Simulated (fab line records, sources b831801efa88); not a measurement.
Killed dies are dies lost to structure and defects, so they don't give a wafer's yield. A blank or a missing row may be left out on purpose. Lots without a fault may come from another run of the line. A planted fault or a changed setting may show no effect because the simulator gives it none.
Tool commonality check | flow gf180mcu | 11 lots, 39 wafers sampled

WHY IT WAS OPENED
At GF_PSD_RS_MEAS_14 the reading NSD_RS is flagged on 2 of 11 lots. Wafers without a fault read 46.09 ohm/sq, standard deviation 0.08.
Rule: a lot is flagged when every wafer of it that has a number lies more than 4 standard deviations from that mean, or none has a number. The other lots count as sound.

lot  | measured     | on            | NSD_RS (ohm/sq), wafer by wafer     | flag
L825 | day 14 09:20 | film_metro-04 | 46.12 46.07 46.15                   |
L826 | day 14 13:14 | film_metro-02 | 46.18 46.08 46.16                   |
L827 | day 15 06:05 | film_metro-04 | 46.21 46.14 46.22                   |
L830 | day 16 01:53 | film_metro-02 | 45.82 46.04 46.07                   |
L831 | day 16 16:05 | film_metro-01 | 45.97 45.99 46.07                   |
L833 | day 17 07:41 | film_metro-04 | 46.14 46.13 46.01                   |
L834 | day 17 13:50 | film_metro-02 | 46.11 46.03 46.18                   |
L837 | day 18 19:09 | film_metro-02 | 46.10 46.20 46.12                   |
L840 | day 19 14:26 | film_metro-01 | 46.11 46.15 46.10                   |
L843 | day 20 13:38 | film_metro-04 | 42.75 42.74 42.73 42.73 42.67 42.51 | FLAGGED
L844 | day 21 03:44 | film_metro-04 | 42.61 42.62 42.73 42.63 42.59 42.61 | FLAGGED
The numbers of the flagged lots are 42.66 ohm/sq on average: -3.43 ohm/sq against the usual, or -43 standard deviations.

WHICH TOOL RAN EACH LOT
The record holds 3 process steps before the reading, out of a route of 602 steps. In each cell: the tool, then ch and the chambers that the sampled wafers went through, then the start.
lot  | flag    | GF_HV_LDD_STRIP_22                   | GF_NSD_IMPLANT_10               | GF_NSD_STRIP_11
L825 |         | plasma_asher-03 ch 0, day 10 21:26   | implanter-04 ch 0, day 13 11:34 | plasma_asher-02 ch 0, day 13 11:43
L826 |         | plasma_asher-04 ch 0,1, day 11 02:17 | implanter-04 ch 0, day 13 15:20 | plasma_asher-02 ch 0,1, day 13 15:29
L827 |         | plasma_asher-03 ch 0,1, day 11 15:43 | implanter-01 ch 0, day 14 07:47 | plasma_asher-03 ch 0,1, day 14 07:56
L830 |         | plasma_asher-01 ch 0,1, day 12 10:37 | implanter-04 ch 0, day 15 04:11 | plasma_asher-01 ch 0,1, day 15 04:20
L831 |         | plasma_asher-04 ch 0,1, day 12 22:16 | implanter-02 ch 0, day 15 17:25 | plasma_asher-01 ch 0,1, day 15 17:34
L833 |         | plasma_asher-04 ch 0,1, day 13 12:08 | implanter-04 ch 0, day 16 08:55 | plasma_asher-01 ch 0,1, day 16 09:02
L834 |         | plasma_asher-01 ch 0,1, day 13 17:03 | implanter-04 ch 0, day 16 14:53 | plasma_asher-01 ch 0,1, day 16 15:02
L837 |         | plasma_asher-04 ch 0,1, day 14 19:25 | implanter-02 ch 0, day 17 18:38 | plasma_asher-03 ch 0,1, day 17 18:47
L840 |         | plasma_asher-01 ch 0,1, day 15 13:59 | implanter-04 ch 0, day 18 12:47 | plasma_asher-02 ch 0,1, day 18 12:56
L843 | FLAGGED | plasma_asher-01 ch 0,1, day 16 10:04 | implanter-04 ch 0, day 19 13:14 | plasma_asher-03 ch 0, day 19 13:23
L844 | FLAGGED | plasma_asher-01 ch 0,1, day 16 22:35 | implanter-04 ch 0, day 20 02:35 | plasma_asher-02 ch 0,1, day 20 02:44
What these steps do:
- GF_HV_LDD_STRIP_22: strips in O2/N2.
- GF_NSD_IMPLANT_10
- GF_NSD_STRIP_11: strips in O2/N2.
- GF_PSD_RS_MEAS_14: measures by four-point-probe.

FLAGGED OVER TOTAL, TOOL BY TOOL (the gauges that took the reading come last)
step               | tool            | lots run | flagged | share of the flagged lots | sound lots run after its first flagged lot
GF_HV_LDD_STRIP_22 | plasma_asher-01 | 5        | 2       | all                       | 0
GF_HV_LDD_STRIP_22 | plasma_asher-03 | 2        | 0       | none                      | -
GF_HV_LDD_STRIP_22 | plasma_asher-04 | 4        | 0       | none                      | -
GF_NSD_IMPLANT_10  | implanter-01    | 1        | 0       | none                      | -
GF_NSD_IMPLANT_10  | implanter-02    | 2        | 0       | none                      | -
GF_NSD_IMPLANT_10  | implanter-04    | 8        | 2       | all                       | 0
GF_NSD_STRIP_11    | plasma_asher-01 | 4        | 0       | none                      | -
GF_NSD_STRIP_11    | plasma_asher-02 | 4        | 1       | some                      | 0
GF_NSD_STRIP_11    | plasma_asher-03 | 3        | 1       | some                      | 0
GF_PSD_RS_MEAS_14  | film_metro-01   | 2        | 0       | none                      | -
GF_PSD_RS_MEAS_14  | film_metro-02   | 4        | 0       | none                      | -
GF_PSD_RS_MEAS_14  | film_metro-04   | 5        | 2       | all                       | 0

WHAT THE TABLE ALLOWS
3 rows of the table ran every flagged lot: plasma_asher-01 at GF_HV_LDD_STRIP_22, implanter-04 at GF_NSD_IMPLANT_10, film_metro-04 at GF_PSD_RS_MEAS_14.
- plasma_asher-01 at GF_HV_LDD_STRIP_22: 2 of its 5 lots flagged. Its last sound lot is L840 (day 15 13:59), its first flagged lot L843 (day 16 10:04): a fault that began between those two fits.
- implanter-04 at GF_NSD_IMPLANT_10: 2 of its 8 lots flagged. Its last sound lot is L840 (day 18 12:47), its first flagged lot L843 (day 19 13:14): a fault that began between those two fits. Its own readings lie more than 4 standard deviations out on every wafer of the flagged lots: dose_ions_cm2, faraday_current_uA.
- film_metro-04 at GF_PSD_RS_MEAS_14: 2 of its 5 lots flagged. Its last sound lot is L833 (day 17 07:41), its first flagged lot L843 (day 20 13:38): a fault that began between those two fits.
Counting lots can't tell these 3 tools apart, because each fits a fault that began at some hour. More lots, or a look at what each step does to the wafer, might.

WHAT THE SIMULATOR HAD PUT IN
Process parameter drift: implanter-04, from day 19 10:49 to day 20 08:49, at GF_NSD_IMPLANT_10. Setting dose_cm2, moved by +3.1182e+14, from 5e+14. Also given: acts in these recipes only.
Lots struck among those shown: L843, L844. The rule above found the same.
